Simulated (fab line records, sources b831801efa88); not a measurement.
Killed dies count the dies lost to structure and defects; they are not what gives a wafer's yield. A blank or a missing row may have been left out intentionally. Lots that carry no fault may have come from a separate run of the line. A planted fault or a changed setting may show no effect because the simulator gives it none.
fab line records	flow gf180mcu
record: lots: 13	wafers: 39	lastDay: 34
route steps=602 shown LVPWELL@58 MVSD@73 VT_IMPLANT@99 DUAL_GATE@154
lots with no fault: from the same line, run without faults
startH: start of the lot's first displayed wafer, in hours after the record's first day	waitH: time in hours since the lot's previous step	" the same as in the row above	L1.1+2: one row covering several wafers at once	- no value, or no start was given	* or withheld: withheld	< > ~ a bound
route shown NAME@n: NAME is a module with steps in the file, n the number in the route of the first one	usual: mean/standard deviation taken from wafers without a fault	same: alike in all rows	chamber/n: place in a boat	sites: per-site readings	_std_site: how widely they spread, as a standard deviation	_edge_site: inner sites' mean taken away from outer sites' mean	radiusMm: for every site, how far away it sits from the centre of the wafer	mask NAME#n: copy n	behind: the last tool/chamber to shape the wafer	hold: why the lot went on hold/how many hours it stayed there/how the hold came to an end	device: names the non-switching transistor (n, p or np)	end of line: tests run on the same wafers once the route is complete	step lacking rows: just its recipe	killed: the dies lost at the first sort to structure and to defects; this is not the yield of the wafer	map: a wafer's dies, x killed, . not, _ none there
set.NAME: the run value of the setting; set.NAME@STEP: its run value at that earlier step	model.NAME: the simulator's own value behind a step, which no gauge read
steps of the route over a sample of lots; a table a step, a row a wafer
services: when a tool's chamber went out of use (startH, in hours from the record's first day, below 0 if earlier), for how many hours, and the reason
== steps ==
step: GF_LVPWELL_EXPOSE_04
recipe: maskId: LVPWELL	targetCdNm: 600	na: 0.6	sourceShape: conventional	sigmaOuter: 0.6	doseMj: 260
usual: reticleTempC: 22.99/0.094
same: na: 0.6
lot.wafer	tool	chamber	startH	waitH	mask	reticleTempC
L750.1	ilineStepper-02	0	66.66	-	LVPWELL#0	22.92
L750.3	"	0	"	"	LVPWELL#0	23.01
L750.6	"	0	"	"	LVPWELL#0	22.93
L751.2	ilineStepper-02	0	74.01	-	LVPWELL#0	22.93
L751.3	"	0	"	"	LVPWELL#0	22.96
L751.4	"	0	"	"	LVPWELL#0	22.95
L753.1	ilineStepper-01	0	84.16	-	LVPWELL#0	22.98
L753.2	"	0	"	"	LVPWELL#0	23.00
L753.6	"	0	"	"	LVPWELL#0	23.04
L756.2	ilineStepper-02	0	101.90	-	MVSD#0	23.03
L756.3	"	0	"	"	MVSD#0	23.01
L756.5	"	0	"	"	MVSD#0	23.01
L758.1	ilineStepper-02	0	113.64	-	LVPWELL#0	22.92
L758.5	"	0	"	"	LVPWELL#0	22.94
L758.6	"	0	"	"	LVPWELL#0	23.26
L759.2	ilineStepper-01	0	119.09	-	LVPWELL#0	22.93
L759.4	"	0	"	"	LVPWELL#0	22.87
L759.6	"	0	"	"	LVPWELL#0	22.96
L763.1	ilineStepper-02	0	140.46	-	LVPWELL#0	22.83
L763.3	"	0	"	"	LVPWELL#0	23.07
L763.6	"	0	"	"	LVPWELL#0	22.91
L764.3	ilineStepper-02	0	147.21	-	LVPWELL#0	23.01
L764.4	"	0	"	"	LVPWELL#0	22.87
L764.6	"	0	"	"	LVPWELL#0	23.03
L766.1	ilineStepper-02	0	155.61	-	LVPWELL#0	23.07
L766.3	"	0	"	"	LVPWELL#0	22.98
L766.6	"	0	"	"	LVPWELL#0	22.99
L767.3	ilineStepper-02	0	162.82	-	LVPWELL#0	22.85
L767.4	"	0	"	"	LVPWELL#0	23.02
L767.6	"	0	"	"	LVPWELL#0	22.99
L768.2	ilineStepper-02	0	166.71	-	LVPWELL#0	23.10
L768.3	"	0	"	"	LVPWELL#0	23.04
L768.4	"	0	"	"	LVPWELL#0	22.82
L769.2	ilineStepper-01	0	174.24	-	LVPWELL#0	22.98
L769.5	"	0	"	"	LVPWELL#0	22.90
L769.6	"	0	"	"	LVPWELL#0	22.96
L772.3	ilineStepper-01	0	190.23	-	LVPWELL#0	22.98
L772.4	"	0	"	"	LVPWELL#0	23.02
L772.5	"	0	"	"	LVPWELL#0	22.89
step: GF_LVPWELL_OVL_MEAS_07
usual: LVPWELL_OVL: -0.8/1.3
lot.wafer	tool	chamber	startH	waitH	LVPWELL_OVL[nm]
L750.1	overlay-02	-	73.03	-	-0.4
L750.3	"	-	"	"	-1.2
L750.6	"	-	"	"	-0.8
L751.2	overlay-01	-	80.59	-	-0.4
L751.3	"	-	"	"	0.5
L751.4	"	-	"	"	-1.3
L753.1	overlay-02	-	91.03	-	-1.5
L753.2	"	-	"	"	-1.5
L753.6	"	-	"	"	-0.1
L756.2	overlay-02	-	108.88	-	-
L756.3	"	-	"	"	-
L756.5	"	-	"	"	-
L758.1	overlay-02	-	120.38	-	-0.2
L758.5	"	-	"	"	-0.3
L758.6	"	-	"	"	0.6
L759.2	overlay-01	-	126.40	-	-1.5
L759.4	"	-	"	"	-1.3
L759.6	"	-	"	"	-2.5
L763.1	overlay-02	-	148.13	-	-1.6
L763.3	"	-	"	"	-0.4
L763.6	"	-	"	"	-0.5
L764.3	overlay-02	-	155.09	-	-1.5
L764.4	"	-	"	"	-3.4
L764.6	"	-	"	"	-2.7
L766.1	overlay-02	-	163.78	-	0.2
L766.3	"	-	"	"	0.5
L766.6	"	-	"	"	-1.0
L767.3	overlay-02	-	170.89	-	0.8
L767.4	"	-	"	"	0.3
L767.6	"	-	"	"	0.9
L768.2	overlay-02	-	174.44	-	-2.3
L768.3	"	-	"	"	-1.3
L768.4	"	-	"	"	-2.9
L769.2	overlay-02	-	182.78	-	0.4
L769.5	"	-	"	"	0.5
L769.6	"	-	"	"	0.6
L772.3	overlay-01	-	198.80	-	0.9
L772.4	"	-	"	"	-0.6
L772.5	"	-	"	"	0.6
step: GF_LVPWELL_TW_MEAS_11
usual: LVPWELL_TW: 560/6.2
lot.wafer	tool	chamber	startH	waitH	LVPWELL_TW
L750.1	filmMetro-04	-	73.47	0.1	558
L750.3	"	-	"	"	557
L750.6	"	-	"	"	560
L751.2	filmMetro-01	-	81.03	0.1	556
L751.3	"	-	"	"	557
L751.4	"	-	"	"	555
L753.1	filmMetro-01	-	91.46	0.1	558
L753.2	"	-	"	"	557
L753.6	"	-	"	"	556
L756.2	filmMetro-01	-	109.32	0.1	30
L756.3	"	-	"	"	30
L756.5	"	-	"	"	30
L758.1	filmMetro-03	-	120.82	0.1	575
L758.5	"	-	"	"	570
L758.6	"	-	"	"	573
L759.2	filmMetro-04	-	126.84	0.1	559
L759.4	"	-	"	"	555
L759.6	"	-	"	"	559
L763.1	filmMetro-04	-	148.56	0.1	554
L763.3	"	-	"	"	556
L763.6	"	-	"	"	556
L764.3	filmMetro-01	-	155.53	0.1	555
L764.4	"	-	"	"	555
L764.6	"	-	"	"	558
L766.1	filmMetro-01	-	164.22	0.1	555
L766.3	"	-	"	"	555
L766.6	"	-	"	"	552
L767.3	filmMetro-03	-	171.33	0.1	573
L767.4	"	-	"	"	569
L767.6	"	-	"	"	570
L768.2	filmMetro-03	-	174.88	0.1	568
L768.3	"	-	"	"	571
L768.4	"	-	"	"	568
L769.2	filmMetro-04	-	183.22	0.1	560
L769.5	"	-	"	"	557
L769.6	"	-	"	"	559
L772.3	filmMetro-04	-	199.25	0.1	560
L772.4	"	-	"	"	560
L772.5	"	-	"	"	557
step: GF_MVSD_OVL_MEAS_07
usual: MVSD_OVL: -0.8/1.3
lot.wafer	tool	chamber	startH	waitH	MVSD_OVL[nm]
L750.1	overlay-02	-	87.13	-	-0.7
L750.3	"	-	"	"	0.1
L750.6	"	-	"	"	-1.9
L751.2	overlay-01	-	94.96	-	-1.2
L751.3	"	-	"	"	-1.6
L751.4	"	-	"	"	-0.6
L753.1	overlay-01	-	104.68	-	-3.1
L753.2	"	-	"	"	0.3
L753.6	"	-	"	"	-1.4
L756.2	overlay-02	-	124.61	-	-3.3
L756.3	"	-	"	"	-2.7
L756.5	"	-	"	"	-1.9
L758.1	overlay-01	-	136.23	-	0.6
L758.5	"	-	"	"	-0.8
L758.6	"	-	"	"	0.1
L759.2	overlay-02	-	141.61	-	-0.9
L759.4	"	-	"	"	-0.9
L759.6	"	-	"	"	-1.4
L763.1	overlay-01	-	164.77	-	-1.0
L763.3	"	-	"	"	-1.3
L763.6	"	-	"	"	-0.4
L764.3	overlay-02	-	171.34	-	-2.5
L764.4	"	-	"	"	-1.0
L764.6	"	-	"	"	-2.5
L766.1	overlay-01	-	180.04	-	-2.2
L766.3	"	-	"	"	0.1
L766.6	"	-	"	"	-1.2
L767.3	overlay-02	-	187.69	-	-1.5
L767.4	"	-	"	"	-2.2
L767.6	"	-	"	"	-2.9
L768.2	overlay-01	-	191.69	-	-2.1
L768.3	"	-	"	"	0.0
L768.4	"	-	"	"	-0.9
L769.2	overlay-01	-	199.89	-	-2.2
L769.5	"	-	"	"	-2.1
L769.6	"	-	"	"	-2.4
L772.3	overlay-01	-	215.56	-	-1.3
L772.4	"	-	"	"	0.3
L772.5	"	-	"	"	0.2
step: GF_VT_IMPLANT_STRIP_09
recipe: chemistry: O2/N2	powerW: 1400	pressureMtorr: 1500	platenTempC: 250	o2FlowSccm: 3000	n2FlowSccm: 300	overashFraction: 0.5
usual: chamberPressureMTorr: 1500.0/1.4	drypumpMotorCurrentA: 5.7/0.55	heaterPowerW: 359/51	oesProductAu: 0.716/0.004	stripTimeToEndpointS: 12.63/0.033
lot.wafer	tool	chamber	startH	waitH	chamberPressureMTorr	drypumpMotorCurrentA	heaterPowerW	oesProductAu	rfHoursCounterH	stripTimeToEndpointS
L750.1	plasmaAsher-02	1	116.58	0.1	1502.6	5.7	331	0.714	33	12.62
L750.3	"	0	"	"	1499.1	5.9	363	0.713	-	12.63
L750.6	"	1	"	"	1500.3	5.7	328	0.721	-	12.62
L751.2	plasmaAsher-04	0	125.44	0.1	1500.2	5.0	299	0.713	50	12.63
L751.3	"	1	"	"	1501.4	5.2	435	0.716	-	12.68
L751.4	"	0	"	"	1502.4	5.0	303	0.713	-	12.66
L753.1	plasmaAsher-01	1	134.63	0.1	1502.2	6.0	323	0.720	48	12.69
L753.2	"	0	"	"	1501.2	6.7	401	0.715	48	12.69
L753.6	"	1	"	"	1499.2	6.0	312	0.712	-	12.66
L756.2	plasmaAsher-01	0	155.97	0.1	1500.9	6.6	410	0.720	50	12.66
L756.3	"	0	"	"	1500.9	6.7	411	0.713	-	12.62
L756.5	"	0	"	"	1498.5	6.6	411	0.706	-	12.62
L758.1	plasmaAsher-04	0	168.43	0.1	1500.3	5.0	297	0.716	54	12.58
L758.5	"	1	"	"	1501.9	5.2	427	0.710	-	12.59
L758.6	"	0	"	"	1502.2	5.0	296	0.717	-	12.61
L759.2	plasmaAsher-02	1	173.07	0.1	1499.1	5.7	328	0.712	40	12.65
L759.4	"	0	"	"	1502.1	5.9	365	0.717	-	12.64
L759.6	"	0	"	"	1498.0	5.9	357	0.720	-	12.62
L763.1	plasmaAsher-01	0	198.14	0.1	1500.6	6.7	417	0.712	54	12.61
L763.3	"	0	"	"	1502.7	6.6	424	0.719	-	12.58
L763.6	"	1	"	"	1499.4	6.0	321	0.720	-	12.61
L764.3	plasmaAsher-04	0	205.52	0.1	1498.0	5.0	296	0.715	-	12.60
L764.4	"	1	"	"	1498.0	5.2	435	0.710	-	12.61
L764.6	"	0	"	"	1501.0	5.0	297	0.715	-	12.58
L766.1	plasmaAsher-01	0	214.23	0.1	1500.8	6.6	413	0.724	56	12.62
L766.3	"	1	"	"	1501.1	6.0	319	0.716	-	12.59
L766.6	"	1	"	"	1501.5	6.0	320	0.717	-	12.61
L767.3	plasmaAsher-02	1	222.56	0.1	1501.1	5.7	334	0.725	-	12.58
L767.4	"	0	"	"	1499.3	5.9	370	0.716	-	12.59
L767.6	"	1	"	"	1501.3	5.7	327	0.716	-	12.61
L768.2	plasmaAsher-01	1	226.58	0.1	1502.0	6.0	326	0.719	57	12.69
L768.3	"	0	"	"	1500.8	6.7	423	0.718	-	12.66
L768.4	"	1	"	"	1501.8	6.0	313	0.713	-	12.67
L769.2	plasmaAsher-02	0	235.08	0.1	1502.3	5.9	360	0.720	46	12.66
L769.5	"	0	"	"	1498.7	5.9	374	0.717	-	12.63
L769.6	"	1	"	"	1499.1	5.7	326	0.718	-	12.66
L772.3	plasmaAsher-04	1	252.21	0.1	1499.1	5.2	424	0.717	-	12.66
L772.4	"	0	"	"	1498.9	5.0	290	0.718	-	12.63
L772.5	"	0	"	"	1502.1	5.0	298	0.709	-	12.59
step: GF_DUAL_GATE_STRIP_13
recipe: chemistry: O2/N2	powerW: 1400	pressureMtorr: 1500	platenTempC: 250	o2FlowSccm: 3000	n2FlowSccm: 300	overashFraction: 0.5
usual: chamberPressureMTorr: 1500.2/1.4	drypumpMotorCurrentA: 5.9/0.5	heaterPowerW: 352/35	oesProductAu: 0.717/0.0041	stripTimeToEndpointS: 12.61/0.033
lot.wafer	tool	chamber	startH	waitH	chamberPressureMTorr	drypumpMotorCurrentA	heaterPowerW	oesProductAu	rfHoursCounterH	stripTimeToEndpointS
L750.1	plasmaAsher-03	0	183.41	0.0	1501.5	5.4	337	0.717	7	12.61
L750.3	"	0	"	"	1501.1	5.4	343	0.718	-	12.58
L750.6	"	0	"	"	1499.4	5.4	332	0.713	-	12.61
L751.2	plasmaAsher-02	0	190.81	0.0	1499.3	5.9	369	0.717	41	12.65
L751.3	"	0	"	"	1503.4	6.0	350	0.718	-	12.62
L751.4	"	1	"	"	1499.9	5.7	324	0.718	-	12.60
L753.1	plasmaAsher-01	0	202.25	0.0	1500.9	6.6	411	0.712	55	12.64
L753.2	"	1	"	"	1500.5	6.0	324	0.718	55	12.64
L753.6	"	1	"	"	1501.0	6.0	322	0.720	-	12.64
L756.2	plasmaAsher-02	0	228.35	0.0	1499.7	5.9	359	0.719	46	12.59
L756.3	"	1	"	"	1499.6	5.7	324	0.725	-	12.61
L756.5	"	1	"	"	1500.0	5.7	327	0.712	-	12.63
L758.1	plasmaAsher-01	0	240.74	0.0	1501.3	6.6	422	0.705	58	12.69
L758.5	"	1	"	"	1500.9	6.0	327	0.716	-	12.66
L758.6	"	0	"	"	1501.2	6.6	411	0.716	-	12.67
L759.2	plasmaAsher-01	1	247.41	0.0	1500.8	6.0	319	0.717	59	12.64
L759.4	"	0	"	"	1500.8	6.6	412	0.712	-	12.65
L759.6	"	1	"	"	1500.9	6.0	324	0.716	-	12.68
L763.1	plasmaAsher-03	0	272.74	0.0	1503.3	5.4	348	0.708	15	12.62
L763.3	"	0	"	"	1501.3	5.4	356	0.707	-	12.63
L763.6	"	1	"	"	1499.0	5.1	327	0.714	-	12.58
L764.3	plasmaAsher-01	1	282.59	0.0	1498.4	6.0	307	0.719	-	12.62
L764.4	"	0	"	"	1499.4	6.7	422	0.712	-	12.60
L764.6	"	0	"	"	1503.1	6.6	421	0.712	-	12.65
L766.1	plasmaAsher-01	0	292.80	0.0	1499.9	6.6	419	0.720	63	12.66
L766.3	"	0	"	"	1500.3	6.6	421	0.719	-	12.61
L766.6	"	0	"	"	1501.2	6.6	413	0.713	-	12.64
L767.3	plasmaAsher-03	1	302.40	0.0	1500.4	5.1	328	0.716	-	12.58
L767.4	"	0	"	"	1499.8	5.4	338	0.717	-	12.54
L767.6	"	1	"	"	1500.8	5.1	329	0.719	-	12.60
L768.2	plasmaAsher-01	0	306.91	0.0	1499.4	6.7	413	0.716	65	12.61
L768.3	"	1	"	"	1500.3	6.0	325	0.712	-	12.63
L768.4	"	0	"	"	1499.6	6.6	410	0.717	-	12.62
L769.2	plasmaAsher-02	0	313.89	0.0	1501.0	5.9	363	0.717	54	12.64
L769.5	"	1	"	"	1499.0	5.7	326	0.716	-	12.66
L769.6	"	0	"	"	1499.4	5.9	360	0.722	-	12.63
L772.3	plasmaAsher-03	0	334.33	0.0	1503.2	5.4	344	0.718	-	12.59
L772.4	"	1	"	"	1501.5	5.1	340	0.715	-	12.63
L772.5	"	1	"	"	1499.4	5.1	325	0.715	-	12.59
== services ==
tool	chamber	startH	hours	kind
plasmaAsher-01	-	56.18	0.4	repair
plasmaAsher-03	-	60.76	22.8	pm
plasmaAsher-03	-	108.75	9.0	pm
plasmaAsher-03	0	108.75	9.0	ventCycle
plasmaAsher-03	1	108.75	9.0	ventCycle
ilineStepper-01	-	112.72	1.7	pm
plasmaAsher-01	-	112.94	14.6	pm
plasmaAsher-03	0	117.75	-	clean
plasmaAsher-03	1	117.75	-	clean
plasmaAsher-03	-	167.78	1.4	repair
plasmaAsher-03	-	169.81	0.5	repair
plasmaAsher-03	-	199.37	2.8	pm
ilineStepper-02	-	207.35	1.7	pm
plasmaAsher-03	-	259.88	1.4	repair
plasmaAsher-01	-	282.93	7.6	repair
plasmaAsher-02	-	304.14	4.3	repair
ilineStepper-01	-	330.94	1.7	pm
plasmaAsher-02	-	331.02	4.3	repair
ilineStepper-01	-	333.56	4.4	pm
== key ==
firstSign: step: GF_LVPWELL_EXPOSE_04	reading: mask	direction: changed
effect: step: GF_LVPWELL_OVL_MEAS_07	reading: LVPWELL_OVL	direction: missing
effect: step: GF_LVPWELL_TW_MEAS_11	reading: LVPWELL_TW	direction: down	sigmas: 86	usual: 560	struck: 30
metAt GF_LVPWELL_EXPOSE_04
struckLots L756
sortLeftOut L756.2,L756.3,L756.5
testerLeftOut L756
notActingAt GF_MVSD_OVL_MEAS_07,GF_VT_IMPLANT_STRIP_09,GF_DUAL_GATE_STRIP_13
onsetBetween 74.01 101.90
fault: kind: wrongMask	tool: any	chamber: -	onsetH: 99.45	steps: GF_LVPWELL_EXPOSE_04	auxCopy: MVSD#0	scope: struckLotsOnly
testerLeftOut: of these lots the tester's yield and bins aren't shown, on N5 and GAA mostly nor the transistor test; their killed dies are dies lost to structure and defects alone, not to doping, threshold or leakage, so they don't give the yield
sortLeftOut: the simulated sort isn't trusted on such a fault, so these wafers' sort isn't shown, and their yield isn't known
